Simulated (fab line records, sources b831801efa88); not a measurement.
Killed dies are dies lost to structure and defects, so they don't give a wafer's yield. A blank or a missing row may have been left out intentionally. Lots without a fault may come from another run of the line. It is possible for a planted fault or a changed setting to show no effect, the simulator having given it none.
Which tool did it? | flow sky130 | 12 lots, 36 wafers sampled, at 6 steps of a route of 708

WHAT THE GAUGES SHOWED, per wafer
SKY_VT_ADJUST_HVTR_CD_MEAS_07: the cd target is 380 nm. Usual: cdNm 380.0 nm, standard deviation 2.3.
lot  | measured     | on       | cdNm (nm)         | flag
L604 | day 9 10:20  | cdSem-01 | 382.8 383.0 380.9 | 
L605 | day 9 19:56  | cdSem-01 | 380.3 377.9 377.3 | 
L606 | day 10 08:55 | cdSem-02 | 378.2 378.8 378.8 | 
L609 | day 11 01:34 | cdSem-01 | 379.2 378.7 379.4 | 
L608 | day 11 03:07 | cdSem-01 | 377.1 380.2 376.4 | 
L612 | day 11 23:12 | cdSem-01 | 383.9 383.4 382.4 | 
L613 | day 12 06:11 | cdSem-02 | 377.5 376.7 377.7 | 
L615 | day 12 21:29 | cdSem-01 | 379.5 379.4 377.8 | 
L616 | day 13 04:02 | cdSem-01 | 382.5 382.4 382.4 | 
L617 | day 13 12:26 | cdSem-02 | 381.7 383.2 380.2 | 
L620 | day 14 07:56 | cdSem-01 | 384.7 380.5 383.7 | 
L627 | day 16 15:56 | cdSem-01 | 378.3 376.7 377.1 | 

SKY_GATE_OXIDE_THK_MEAS_02. Usual: GATE_OXIDE_OXIDATION_00_THK typically reads 10.27 nm, with standard deviation 0.2.
lot  | measured     | on           | GATE_OXIDE_OXIDATION_00_THK (nm) | flag
L604 | day 12 14:40 | filmMetro-01 | 10.43 10.49 10.34                | 
L605 | day 13 01:07 | filmMetro-01 | 10.25 10.40 10.17                | 
L606 | day 13 17:35 | filmMetro-02 | 10.59 10.38 10.60                | 
L609 | day 14 13:26 | filmMetro-01 | 10.48 10.53 10.41                | 
L608 | day 14 13:25 | filmMetro-04 | 9.92 10.09 10.11                 | 
L612 | day 15 14:35 | filmMetro-02 | 10.65 10.50 10.48                | 
L613 | day 15 23:20 | filmMetro-01 | 10.29 10.31 10.21                | 
L615 | day 16 15:47 | filmMetro-02 | 10.01 10.07 10.13                | 
L616 | day 16 23:58 | filmMetro-01 | 10.36 10.36 10.23                | 
L617 | day 17 06:57 | filmMetro-01 | 10.38 10.36 10.57                | 
L620 | day 18 06:16 | filmMetro-02 | 10.16 10.11 9.93                 | 
L627 | day 20 18:42 | filmMetro-01 | 10.39 10.27 10.21                | 

SKY_POLY_GATE_THK_MEAS_01. Usual: POLY_GATE_CVD_00_THK typically reads 181.1 nm, with standard deviation 1.7.
lot  | measured     | on           | POLY_GATE_CVD_00_THK (nm) | flag
L604 | day 13 19:52 | filmMetro-01 | 181.5 180.9 181.8         | 
L605 | day 14 05:46 | filmMetro-01 | 180.1 178.7 179.3         | 
L606 | day 15 03:03 | filmMetro-03 | 179.6 179.7 180.4         | 
L609 | day 15 19:58 | filmMetro-01 | 178.8 179.5 179.1         | 
L608 | day 15 21:29 | filmMetro-03 | 179.6 180.3 180.2         | 
L612 | day 17 00:19 | filmMetro-04 | 184.3 183.3 183.3         | 
L613 | day 17 07:43 | filmMetro-01 | 179.0 179.7 178.1         | 
L615 | day 18 00:26 | filmMetro-03 | 181.9 181.5 181.8         | 
L616 | day 18 08:33 | filmMetro-04 | 185.3 185.4 186.2         | 
L617 | day 18 16:50 | filmMetro-01 | 179.2 179.8 178.5         | 
L620 | day 19 16:04 | filmMetro-04 | 128.3 128.6 128.7         | OFF
L627 | day 22 04:58 | filmMetro-01 | 178.7 178.6 178.0         | 

SKY_POLY_GATE_CD_MEAS_22. Usual: cdNm 150.7 nm, standard deviation 1.7.
lot  | measured     | on       | cdNm (nm)         | flag
L604 | day 16 06:54 | cdSem-02 | 152.4 153.0 152.7 | 
L605 | day 16 17:59 | cdSem-01 | 149.1 146.9 147.8 | 
L606 | day 17 15:24 | cdSem-02 | 151.5 148.4 149.8 | 
L609 | day 18 10:17 | cdSem-01 | 150.2 151.0 149.0 | 
L608 | day 18 13:07 | cdSem-01 | 151.5 151.2 151.6 | 
L612 | day 19 16:52 | cdSem-01 | 151.4 150.5 150.8 | 
L613 | day 19 23:07 | cdSem-02 | 150.9 150.7 149.3 | 
L615 | day 20 17:03 | cdSem-02 | 147.5 149.2 149.2 | 
L616 | day 21 01:47 | cdSem-02 | 150.2 151.0 149.8 | 
L617 | day 21 11:53 | cdSem-01 | 150.3 147.4 148.1 | 
L620 | day 22 10:09 | cdSem-01 | 149.4 151.2 151.3 | 
L627 | day 24 20:22 | cdSem-02 | 151.9 151.4 150.5 | 

WHICH TOOL RAN EACH LOT (tool, then ch and the chambers of the sampled wafers, then the start)
lot  | SKY_POLY_GATE_CVD_00        | SKY_POLY_GATE_ETCH_17
L604 | lpcvd-01 ch 1, day 13 18:38 | rieSi-01 ch 0,1, day 16 03:29
L605 | lpcvd-01 ch 1, day 14 04:33 | rieSi-02 ch 2,3, day 16 15:29
L606 | lpcvd-01 ch 1, day 15 01:51 | rieSi-01 ch 0,1,3, day 17 13:05
L609 | lpcvd-01 ch 0, day 15 18:44 | rieSi-02 ch 1,2, day 18 08:41
L608 | lpcvd-01 ch 1, day 15 20:16 | rieSi-02 ch 0,1,3, day 18 11:34
L612 | lpcvd-01 ch 1, day 16 23:06 | rieSi-01 ch 1,2,3, day 19 15:17
L613 | lpcvd-01 ch 1, day 17 06:29 | rieSi-01 ch 0,1,3, day 19 21:32
L615 | lpcvd-01 ch 0, day 17 23:13 | rieSi-02 ch 0,3, day 20 15:02
L616 | lpcvd-01 ch 0, day 18 07:20 | rieSi-01 ch 1,2,3, day 21 00:13
L617 | lpcvd-01 ch 0, day 18 15:02 | rieSi-02 ch 0,1,2, day 21 10:20
L620 | lpcvd-01 ch 1, day 19 14:52 | rieSi-01 ch 1,2, day 22 08:38
L627 | lpcvd-01 ch 1, day 22 03:46 | rieSi-02 ch 0,2, day 24 18:44
- SKY_POLY_GATE_CVD_00: deposits poly-Si, target thk 180 nm, time 720 s.
- SKY_POLY_GATE_ETCH_17: etches poly-Si in HBr/Cl2, stops on SiO2, target depth 180 nm, time 70.5 s.

WHAT THE TOOLS THEMSELVES READ (means of the sampled wafers that have a number; where no wafer has one, the mark that the record gives instead)
SKY_POLY_GATE_ETCH_17. Usual: drypumpMotorCurrentA 5.8 A, standard deviation 0.53; heBacksideLeakSccm 2.74 sccm, standard deviation 0.21; oesProductAu 0.990 a.u., standard deviation 0.0069; throttleValvePct 33.684 %, standard deviation 0.0097.
lot  | tool     | drypumpMotorCurrentA (A) | heBacksideLeakSccm (sccm) | oesProductAu (a.u.) | throttleValvePct (%) | flag
L604 | rieSi-01 | 5.6                      | 2.73                      | 0.994               | 33.685               | 
L605 | rieSi-02 | 6.0                      | 2.82                      | 0.989               | 33.682               | 
L606 | rieSi-01 | 5.5                      | 2.75                      | 0.994               | 33.679               | 
L609 | rieSi-02 | 5.5                      | 2.80                      | 0.990               | 33.684               | 
L608 | rieSi-02 | 5.9                      | 2.76                      | 0.986               | 33.694               | 
L612 | rieSi-01 | 5.6                      | 2.57                      | 0.992               | 33.694               | 
L613 | rieSi-01 | 5.4                      | 2.72                      | 0.986               | 33.682               | 
L615 | rieSi-02 | 6.1                      | 2.73                      | 0.993               | 33.690               | 
L616 | rieSi-01 | 5.6                      | 2.58                      | 0.999               | 33.680               | 
L617 | rieSi-02 | 5.7                      | 2.86                      | 0.983               | 33.688               | 
L620 | rieSi-01 | 5.8                      | 2.58                      | 0.786               | 33.679               | OFF
L627 | rieSi-02 | 5.9                      | 2.95                      | 0.986               | 33.679               | 

THE ANSWER, worked out from the rows above alone
Rule: a lot counts as off when the mean over its wafers that have a number is more than 3 standard deviations away from the usual mean. Also off: a lot with no number at a reading for which 4 or more lots have one. All remaining lots with rows at the step are treated as sound. After the gauges, taken in route order, come the tools' own readings; for these a lot's mean is taken, as printed above. The first step at which some lot is off is used, and at that step the reading that is off furthest; a lot without a number counts as furthest.
Off: L620, at SKY_POLY_GATE_THK_MEAS_01 (POLY_GATE_CVD_00_THK).
A tool fits if, at a process step before that reading, it ran every lot that is off, and no sound lot after the first of them. Not tried: the gauges at SKY_POLY_GATE_THK_MEAS_01; whatever is off there is also off at SKY_POLY_GATE_ETCH_17, on other tools, and gauge error can't account for it. None of those tried fits.

WHAT THE SIMULATOR HAD INSERTED
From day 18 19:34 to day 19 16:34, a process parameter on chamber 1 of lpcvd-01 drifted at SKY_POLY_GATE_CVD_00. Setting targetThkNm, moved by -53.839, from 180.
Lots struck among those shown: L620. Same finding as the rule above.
